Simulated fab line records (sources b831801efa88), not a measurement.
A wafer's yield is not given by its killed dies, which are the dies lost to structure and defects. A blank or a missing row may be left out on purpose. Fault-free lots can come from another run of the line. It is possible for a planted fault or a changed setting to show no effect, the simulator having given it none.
Which tool was responsible? :: flow sky130 :: 11 lots, 33 wafers sampled, at 4 steps of a route of 708

WHAT THE GAUGES READ, wafer by wafer
SKY_SD_N_TW_MEAS_12.
lot: L659
measured: day 28 03:17
on: filmMetro-01
SD_N_TW: 3907 3907 3888

lot: L660
measured: day 28 06:31
on: filmMetro-02
SD_N_TW: 4028 4031 4021

lot: L661
measured: day 28 14:26
on: filmMetro-02
SD_N_TW: 4029 4026 4019

lot: L662
measured: day 28 20:37
on: filmMetro-02
SD_N_TW: 4018 3997 4007

lot: L663
measured: day 30 01:38
on: filmMetro-03
SD_N_TW: 3956 3975 3973

lot: L670
measured: day 32 02:04
on: filmMetro-01
SD_N_TW: 3803 3799 3806

lot: L669
measured: day 32 04:46
on: filmMetro-01
SD_N_TW: 3812 3825 3857

lot: L675
measured: day 33 01:07
on: filmMetro-02
SD_N_TW: 4003 3991 4016

lot: L677
measured: day 33 18:34
on: filmMetro-01
SD_N_TW: 3899 3912 3916

lot: L680
measured: day 35 05:35
on: filmMetro-03
SD_N_TW: 4010 3988 3991

lot: L682
measured: day 35 13:31
on: filmMetro-03
SD_N_TW: 3979 3957 4000

SKY_SD_N_RS_MEAS_16: uses a four-point probe to measure.
lot: L659
measured: day 28 03:35
on: filmMetro-02
SD_N_RS (ohm/sq): 68.47 68.71 68.52

lot: L660
measured: day 28 06:49
on: filmMetro-01
SD_N_RS (ohm/sq): 68.45 68.43 68.53

lot: L661
measured: day 28 14:47
on: filmMetro-02
SD_N_RS (ohm/sq): 68.54 68.36 68.35

lot: L662
measured: day 28 20:55
on: filmMetro-01
SD_N_RS (ohm/sq): 68.78 68.63 68.59

lot: L663
measured: day 30 01:57
on: filmMetro-01
SD_N_RS (ohm/sq): 68.61 68.43 68.65

lot: L670
measured: day 32 02:22
on: filmMetro-03
SD_N_RS (ohm/sq): 78.86 78.92 78.78

lot: L669
measured: day 32 05:03
on: filmMetro-02
SD_N_RS (ohm/sq): 78.74 78.84 78.87

lot: L675
measured: day 33 01:27
on: filmMetro-02
SD_N_RS (ohm/sq): 68.63 68.68 68.54

lot: L677
measured: day 33 18:52
on: filmMetro-01
SD_N_RS (ohm/sq): 68.69 68.56 68.66

lot: L680
measured: day 35 05:52
on: filmMetro-03
SD_N_RS (ohm/sq): 68.59 68.74 68.47

lot: L682
measured: day 35 13:49
on: filmMetro-03
SD_N_RS (ohm/sq): 68.61 68.52 68.66

WHAT TOOL EACH LOT RAN ON (gives the tool, then ch and the chambers of the sampled wafers, and finally the start)
lot: L659
SKY_SD_N_IMPLANT_09: implanter-02 ch 0, day 28 02:55
SKY_SD_N_STRIP_11: plasmaAsher-03 ch 0,1, day 28 03:11

lot: L660
SKY_SD_N_IMPLANT_09: implanter-04 ch 0, day 28 06:07
SKY_SD_N_STRIP_11: plasmaAsher-03 ch 0,1, day 28 06:25

lot: L661
SKY_SD_N_IMPLANT_09: implanter-01 ch 0, day 28 14:04
SKY_SD_N_STRIP_11: plasmaAsher-02 ch 0,1, day 28 14:20

lot: L662
SKY_SD_N_IMPLANT_09: implanter-04 ch 0, day 28 20:13
SKY_SD_N_STRIP_11: plasmaAsher-02 ch 0,1, day 28 20:31

lot: L663
SKY_SD_N_IMPLANT_09: implanter-02 ch 0, day 30 01:17
SKY_SD_N_STRIP_11: plasmaAsher-02 ch 0,1, day 30 01:32

lot: L670
SKY_SD_N_IMPLANT_09: implanter-02 ch 0, day 32 01:41
SKY_SD_N_STRIP_11: plasmaAsher-03 ch 0,1, day 32 01:58

lot: L669
SKY_SD_N_IMPLANT_09: implanter-02 ch 0, day 32 04:22
SKY_SD_N_STRIP_11: plasmaAsher-02 ch 0,1, day 32 04:40

lot: L675
SKY_SD_N_IMPLANT_09: implanter-04 ch 0, day 33 00:43
SKY_SD_N_STRIP_11: plasmaAsher-02 ch 0,1, day 33 01:01

lot: L677
SKY_SD_N_IMPLANT_09: implanter-04 ch 0, day 33 18:11
SKY_SD_N_STRIP_11: plasmaAsher-01 ch 0,1, day 33 18:28

lot: L680
SKY_SD_N_IMPLANT_09: implanter-04 ch 0, day 35 05:11
SKY_SD_N_STRIP_11: plasmaAsher-01 ch 0,1, day 35 05:28

lot: L682
SKY_SD_N_IMPLANT_09: implanter-02 ch 0, day 35 13:07
SKY_SD_N_STRIP_11: plasmaAsher-01 ch 0,1, day 35 13:25
- SKY_SD_N_IMPLANT_09
- SKY_SD_N_STRIP_11: strips in O2/N2.

WHAT THE TOOLS THEMSELVES READ (means of the sampled wafers that have a number; where no wafer has one, the mark that the record gives instead)
SKY_SD_N_IMPLANT_09.
lot: L659
tool: implanter-02
beamOnS (s): 17.8
doseIonsCm2: 4e+15

lot: L660
tool: implanter-04
beamOnS (s): 20.5
doseIonsCm2: 4e+15

lot: L661
tool: implanter-01
beamOnS (s): 20.5
doseIonsCm2: 4e+15

lot: L662
tool: implanter-04
beamOnS (s): 20.5
doseIonsCm2: 4e+15

lot: L663
tool: implanter-02
beamOnS (s): 17.7
doseIonsCm2: 4e+15

lot: L670
tool: implanter-02
beamOnS (s): 10.0
doseIonsCm2: 2e+15

lot: L669
tool: implanter-02
beamOnS (s): 9.8
doseIonsCm2: 2e+15

lot: L675
tool: implanter-04
beamOnS (s): 21.0
doseIonsCm2: 4e+15

lot: L677
tool: implanter-04
beamOnS (s): 20.7
doseIonsCm2: 4e+15

lot: L680
tool: implanter-04
beamOnS (s): 20.6
doseIonsCm2: 4e+15

lot: L682
tool: implanter-02
beamOnS (s): 18.1
doseIonsCm2: 4e+15

SKY_SD_N_STRIP_11.
lot: L659
tool: plasmaAsher-03
drypumpMotorCurrentA (A): 5.7
oesProductAu (a.u.): 0.526
stripTimeToEndpointS (s): 22.57

lot: L660
tool: plasmaAsher-03
drypumpMotorCurrentA (A): 5.8
oesProductAu (a.u.): 0.525
stripTimeToEndpointS (s): 22.53

lot: L661
tool: plasmaAsher-02
drypumpMotorCurrentA (A): 6.3
oesProductAu (a.u.): 0.527
stripTimeToEndpointS (s): 22.60

lot: L662
tool: plasmaAsher-02
drypumpMotorCurrentA (A): 6.3
oesProductAu (a.u.): 0.524
stripTimeToEndpointS (s): 22.57

lot: L663
tool: plasmaAsher-02
drypumpMotorCurrentA (A): 6.0
oesProductAu (a.u.): 0.526
stripTimeToEndpointS (s): 22.56

lot: L670
tool: plasmaAsher-03
drypumpMotorCurrentA (A): 5.7
oesProductAu (a.u.): 0.562
stripTimeToEndpointS (s): 20.00

lot: L669
tool: plasmaAsher-02
drypumpMotorCurrentA (A): 6.0
oesProductAu (a.u.): 0.560
stripTimeToEndpointS (s): 20.09

lot: L675
tool: plasmaAsher-02
drypumpMotorCurrentA (A): 6.3
oesProductAu (a.u.): 0.528
stripTimeToEndpointS (s): 22.57

lot: L677
tool: plasmaAsher-01
drypumpMotorCurrentA (A): 5.6
oesProductAu (a.u.): 0.529
stripTimeToEndpointS (s): 22.55

lot: L680
tool: plasmaAsher-01
drypumpMotorCurrentA (A): 5.8
oesProductAu (a.u.): 0.528
stripTimeToEndpointS (s): 22.58

lot: L682
tool: plasmaAsher-01
drypumpMotorCurrentA (A): 5.8
oesProductAu (a.u.): 0.526
stripTimeToEndpointS (s): 22.54

THE ANSWER, worked out from the rows above alone
Rule: the usual values come from the lots themselves. Put in order of their means at a reading, lots are off if they are a third of the lots or fewer, leave a main group of 4 or more, and stand apart from it by a gap of 3 or more times the standard deviation of the main group's means; of several such gaps the widest counts. A main group whose means are all the same, to the digits that the tables above print for the reading, isn't used. Also off: a lot with no number at a reading for which 4 or more lots have one. Any other lot the step has rows for is counted as sound. Order of review: gauges by route order, followed by the tools' own readings, for which a lot's mean as printed above is used. The first step at which some lot is off is used, and at that step the reading that is off furthest; a lot without a number counts as furthest.
Off: at SKY_SD_N_RS_MEAS_16 (SD_N_RS), L670, L669. Main group: mean 68.57 ohm/sq, sd 0.075.
If a tool, at a process step before that reading, ran all the lots that are off and no sound lot after the first of them, it fits. Not tried: the gauges at SKY_SD_N_RS_MEAS_16; whatever is off there is also off at SKY_SD_N_IMPLANT_09, on other tools, and gauge error can't account for it. Not one of the candidates tried fits.

WHAT THE SIMULATOR HAD PUT IN
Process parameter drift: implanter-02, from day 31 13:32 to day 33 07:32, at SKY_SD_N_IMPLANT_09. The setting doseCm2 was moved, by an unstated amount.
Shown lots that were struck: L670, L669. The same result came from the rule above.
